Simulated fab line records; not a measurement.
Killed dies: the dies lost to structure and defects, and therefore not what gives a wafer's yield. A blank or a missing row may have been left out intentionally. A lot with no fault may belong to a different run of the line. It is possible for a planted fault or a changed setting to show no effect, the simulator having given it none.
Struck lot and sound lot, side by side / flow sky130 / 30 steps out of a route of 708
Sound: wafers L309.2, L309.3, L309.4. Struck: wafers L298.1, L298.3, L298.5. At the end, the cause is stated.
Each step with rows lists, per side, the tool, then ch with its chambers, then its first start. Under that, the readings that differ: sound wafers / struck wafers / difference of the means / sigmas: that difference in standard deviations of wafers without a fault.
alike: a reading whose means differ by less than 2 such deviations, as well as words and numbers matching on both sides. not compared: withheld readings; readings where some wafer has no value; bounds like >300 that might hide an equal value; numbers whose values overlap and for which the record gives no deviation.
A row with sigmas, a row that says differs or no value, or rows on one side alone: a step with any of these is where the two part. When numbers do not overlap yet have no deviation, they are printed without sigmas and do not part them. A reading missing from all wafers of one side parts the sides only when that side holds two or more wafers.

first, 5 steps without rows for these wafers: SKY_SONOS_ONO_COAT_08 (resist thk 1140 nm); SKY_SONOS_ONO_SOFTBAKE_09 (time 60 s); SKY_SONOS_ONO_EXPOSE_10 (exposes mask ONOM, target cd 410 nm); SKY_SONOS_ONO_PEB_11; SKY_SONOS_ONO_DEVELOP_12 (develop time 60 s).
SKY_SONOS_ONO_CD_MEAS_13 targets a cd of 410 nm.
  struck on cdSem-02, day 14 11:37; sound on cdSem-02, day 18 10:27
  alike: cdNm
SKY_SONOS_ONO_OVL_MEAS_14:
  struck on overlay-02, day 14 11:44; sound on overlay-01, day 18 10:33
  alike: SONOS_ONO_OVL
SKY_SONOS_ONO_ETCH_15: etches the open film in CHF3/O2, target depth 19.52 nm, time 7.8 s.
  sound on rieDiel-04 ch 1,2,3, day 18 10:35; struck on rieDiel-01 ch 0,3, day 14 11:46
  alike: drypumpMotorCurrentA, oesProductAu, throttleValvePct
  not compared: rfHoursCounterH
then, 1 step without rows for these wafers: SKY_SONOS_ONO_WET_ETCH_16 (etches SiO2 in dHF, target depth 14 nm, time 280 s).
SKY_SONOS_ONO_STRIP_17: strips in O2/N2.
  sound on plasmaAsher-04 ch 0,1, day 18 10:41; struck on plasmaAsher-04 ch 0,1, day 14 11:52
  alike: drypumpMotorCurrentA, oesProductAu, stripTimeToEndpointS
  not compared: rfHoursCounterH
then, 2 steps without rows for these wafers: SKY_SONOS_ONO_WET_ETCH_18 (etches Si3N4 in H3PO4, target depth 15 nm, time 172 s); SKY_GATE_OXIDE_CLEAN_00 (cleans in SC1/SC2, time 150 s).
SKY_GATE_OXIDE_OXIDATION_01: stabilise 600 s, purge 300 s, target thk 10.268 nm.
  sound on furnace-01 ch 0, day 18 10:54; struck on furnace-01 ch 0, day 14 13:09
reading=model.SiO2_of_GATE_OXIDE_OXIDATION_01.thkNm (nm); sound=10.55 10.43 10.65; struck=6.073 6.049 6.151; difference=-4.452; sigmas=
  alike: oxTempC, spikeTcCentreC, tubeCenterTempC
SKY_GATE_OXIDE_THK_MEAS_02:
  struck on filmMetro-03, day 14 14:34; sound on filmMetro-04, day 18 12:19
reading=GATE_OXIDE_OXIDATION_00_THK (nm); sound=10.52 10.44 10.71; struck=6.10 6.05 6.21; difference=-4.44; sigmas=-22
then, 7 steps without rows for these wafers: SKY_GATE_OXIDE_DEHYDRATE_03 (time 60 s); SKY_GATE_OXIDE_HMDS_04 (prime time 60 s); SKY_GATE_OXIDE_COAT_05 (resist thk 1140 nm); SKY_GATE_OXIDE_SOFTBAKE_06 (time 60 s); SKY_GATE_OXIDE_EXPOSE_07 (exposes mask LVOM, target cd 600 nm); SKY_GATE_OXIDE_PEB_08; SKY_GATE_OXIDE_DEVELOP_09 (develop time 60 s).
SKY_GATE_OXIDE_OVL_MEAS_10:
  struck on overlay-01, day 15 17:22; sound on overlay-02, day 19 18:49
  alike: GATE_OXIDE_OVL
then, 2 steps without rows for these wafers: SKY_GATE_OXIDE_IMPLANT_11; SKY_GATE_OXIDE_WET_ETCH_12 (etches SiO2 in dHF, target depth 16.8 nm, time 336 s).
SKY_GATE_OXIDE_STRIP_13: strips in O2/N2.
  sound on plasmaAsher-03 ch 0,1, day 19 19:06; struck on plasmaAsher-03 ch 0,1, day 15 17:46
reading=stripTimeToEndpointS (s); sound=14.22 14.20 14.21; struck=14.13 14.09 14.14; difference=-0.09; sigmas=-2
  alike: drypumpMotorCurrentA, oesProductAu
  not compared: rfHoursCounterH
SKY_GATE_OXIDE_TW_MEAS_14:
  struck on filmMetro-03, day 15 17:52; sound on filmMetro-03, day 19 19:13
  alike: GATE_OXIDE_TW
then, 1 step without rows for these wafers: SKY_GATE_OXIDE_CLEAN_15 (cleans in SC1/SC2, time 150 s).
SKY_GATE_OXIDE_OXIDATION_16: stabilise 600 s, purge 300 s, target thk 3.57 nm.
  sound on furnace-02 ch 0, day 19 20:13; struck on furnace-02 ch 0, day 15 17:59
reading=model.SiO2_of_GATE_OXIDE_OXIDATION_01.thkNm (nm); sound=11.91 11.76 12.01; struck=7.877 7.855 7.966; difference=-3.994; sigmas=
  alike: oxTempC, spikeTcCentreC, tubeCenterTempC
then, 1 step without rows for these wafers: SKY_POLY_GATE_CVD_00 (deposits poly-Si, target thk 180 nm, time 720 s).
-- record jumps: 32 days separate the struck wafers' starts on either side; left off in module POLY_GATE, taken up again in module PAD_OPEN, whose first shown step is the route's number 708 --
SKY_PAD_OPEN_PROBE_99:
  struck on prober-02, day 47 07:23; sound on prober-02, day 50 04:17
reading=model.etest.nfet_16v.rOnOhmUm; sound=1.401e+04 1.39e+04 1.393e+04; struck=1.2e+04 1.199e+04 1.206e+04; difference=-1.9e+03; sigmas=
reading=model.etest.pfet_16v.rOnOhmUm; sound=1.515e+04 1.537e+04 1.526e+04; struck=1.386e+04 1.361e+04 1.361e+04; difference=-1.567e+03; sigmas=
reading=model.etest.pfetG5v0d10v5.rOnOhmUm; sound=4766 4815 4730; struck=3903 3904 3860; difference=-881; sigmas=
reading=model.etest.tipSonos.rsOhmSq; sound=2641 2590 2670; struck=2014 2007 2019; difference=-620; sigmas=
reading=model.etest.nfetG5v0d10v5.rOnOhmUm; sound=1880 1894 1892; struck=1527 1513 1522; difference=-368; sigmas=
reading=model.etest.nfetG5v0d10v5.driveUaUm; sound=595.1 604.7 589.9; struck=875.2 880.6 875; difference=+280.4; sigmas=
reading=model.etest.nfet_05v0_nvt.driveUaUm; sound=572.8 576.6 572.9; struck=807.7 806 797.8; difference=+229.7; sigmas=
reading=model.etest.tipP.rsOhmSq; sound=6816 6824 6832; struck=6741 6760 6724; difference=-82; sigmas=
  alike: killed_at_M0_to_M3, killed_at_M4_up, killedAtContacts, killedAtFrontEnd, killedAtOther, killedDies, killedOpen, killedShort

WHERE THEY PART
First at SKY_GATE_OXIDE_THK_MEAS_02; last, within this record, at SKY_GATE_OXIDE_STRIP_13. Later steps at which nothing parts them and some readings are alike: SKY_GATE_OXIDE_TW_MEAS_14, SKY_GATE_OXIDE_OXIDATION_16, SKY_PAD_OPEN_PROBE_99.

WHY: whatever the simulator had introduced
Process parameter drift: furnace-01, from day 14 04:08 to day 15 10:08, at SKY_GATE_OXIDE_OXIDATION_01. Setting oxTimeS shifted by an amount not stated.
